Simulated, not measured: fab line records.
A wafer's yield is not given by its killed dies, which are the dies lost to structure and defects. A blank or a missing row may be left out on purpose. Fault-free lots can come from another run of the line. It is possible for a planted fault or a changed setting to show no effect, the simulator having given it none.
A single fault, viewed from 2 desks || flow sfqLine || numbers are kept per desk, each desk with only its own; the story behind them comes last

== FROM THE METROLOGY DESK ==
Lot by lot, what the gauges showed, no matter which tool ran the lot: averages of those sampled wafers that carry a number. The brackets show how far a lot's mean lies from the usual mean; more than 4 standard deviations puts the lot out of limits, marked OUT.
Columns: A = M0_NB_RS at SFQ_M0_RS_MEAS_904, usual 0.890 ohm/sq; B = M0_OVL at SFQ_M0_OVL_MEAS_906, usual -1 nm
{"lot": "L673", "first seen here": "day 5 07:29", "A": 0.888, "B": -1}
{"lot": "L677", "first seen here": "day 6 01:31", "A": 0.891, "B": -4}
{"lot": "L679", "first seen here": "day 6 18:16", "A": 0.890, "B": 2}
{"lot": "L684", "first seen here": "day 10 18:49", "A": 0.899, "B": 0}
{"lot": "L694", "first seen here": "day 13 17:16", "A": 0.886, "B": -7}
{"lot": "L695", "first seen here": "day 13 20:50", "A": 0.893, "B": -7}
This desk's finding: nothing out of limits on any of the 6 lots.

== FOR THE TOOL OWNER'S DESK: rieMetal-01 ==
The tool's own readings at SFQ_TRILAYER_M0_ETCH_METAL_ETCH_024 (etches Nb in Cl2/Ar, stops on SiO2, target depth 240 nm, time 120 s): means of the sampled wafers that have a number, for each lot that ran on this tool. The brackets show how far a lot's mean lies from the usual mean; more than 4 standard deviations puts the lot out of limits, marked OUT.
Columns: A = drypumpMotorCurrentA at SFQ_TRILAYER_M0_ETCH_METAL_ETCH_024, usual 5.92 A; B = oesProductAu at SFQ_TRILAYER_M0_ETCH_METAL_ETCH_024, usual 0.893 a.u.; C = rfFwdPowerW at SFQ_TRILAYER_M0_ETCH_METAL_ETCH_024, usual 596.0 W; D = runLengthS at SFQ_TRILAYER_M0_ETCH_METAL_ETCH_024, usual 148.6 s
{"lot": "L673", "first seen here": "day 8 12:33", "A": 6.17, "B": 0.893, "C": 597.0, "D": 148.5}
{"lot": "L677", "first seen here": "day 9 08:47", "A": 6.14, "B": 0.871, "C": 596.5, "D": "154.5 (+8.0) OUT"}
{"lot": "L679", "first seen here": "day 10 01:33", "A": 6.21, "B": "0.851 (-6.3) OUT", "C": 593.9, "D": "160.4 (+16) OUT"}
{"lot": "L684", "first seen here": "day 15 16:06", "A": 6.23, "B": 0.893, "C": 597.5, "D": 148.6}
{"lot": "L695", "first seen here": "day 19 12:47", "A": 6.22, "B": 0.895, "C": 596.4, "D": 148.5}
Finding of this desk: L677, L679 out of limits; the first was L677 at day 9 08:47, on runLengthS at SFQ_TRILAYER_M0_ETCH_METAL_ETCH_024. L673, L684, L695: within limits.

== PUT TOGETHER ==
The tool owner's desk had the chance to raise an alarm at day 9 08:47 on L677, L679.
From the metrology desk's view, nothing was out of limits.
The metrology desk has L677, L679 on record, within its limits.
SFQ_TRILAYER_M0_ETCH_METAL_ETCH_024 was run on rieMetal-01 by each of the lots named.

== WHAT THE SIMULATOR PUT IN ==
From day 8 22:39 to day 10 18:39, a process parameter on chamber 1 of rieMetal-01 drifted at SFQ_TRILAYER_M0_ETCH_METAL_ETCH_024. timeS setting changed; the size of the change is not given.
Struck lots among those shown: L677, L679.
Delay in hours, fault start to first out-of-limits reading, by desk: the tool owner's desk at 10.
